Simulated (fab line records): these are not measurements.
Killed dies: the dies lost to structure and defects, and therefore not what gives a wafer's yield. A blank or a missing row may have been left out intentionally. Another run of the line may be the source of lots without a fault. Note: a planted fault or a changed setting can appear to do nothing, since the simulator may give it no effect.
Chamber matching ; flow sky130 ; SKY_CAP2M_CVD_00 on pecvd-03: 3 sister chambers
The step deposits SiO2, target thk 15.5 nm. 6 wafers are shown with their chamber, then 9 later ones without.

WAFERS PAIRED WITH THEIR CHAMBERS
wafer;chamber;heater-power-w (W)
L078.4;1;560
L084.5;0;838
L084.6;2;558
L085.3;2;631
L085.4;0;811
L085.5;1;484

WAFERS MISSING THEIR CHAMBER
wafer;heater-power-w (W)
L088.1;773
L088.2;489
L088.6;491
L091.2;460
L091.3;542
L091.5;808
L094.2;504
L094.3;643
L094.5;665

WHICH CHAMBER EACH ONE RAN IN
wafer;from the rows above;in truth
L088.1;0;0
L088.2;can't be placed: 1 or 2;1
L088.6;can't be placed: 1 or 2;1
L091.2;can't be placed: 1 or 2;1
L091.3;can't be placed: 1 or 2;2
L091.5;0;0
L094.2;can't be placed: 1 or 2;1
L094.3;can't be placed: 2 or 1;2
L094.5;can't be placed: 2 or 1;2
Correctly placed: 2 of 9. Cannot be placed on the basis of these rows: 7; the candidates contain the true chamber in 7. Wrongly placed: 0.
How it was worked out, from the rows above alone: a wafer's distance from a chamber is the root of the sum, over the readings, of the square of ((its reading less the chamber's mean) divided by the reading's scatter). If the next closest chamber is less than 2 further off than the closest, the wafer can't be placed; otherwise it belongs to the closest. The mean given for a chamber averages the wafers shown for that chamber. The scatter is the square root of a quotient: the sum, over the shown wafers, of each reading's squared deviation from its chamber's mean, divided by wafers minus chambers.
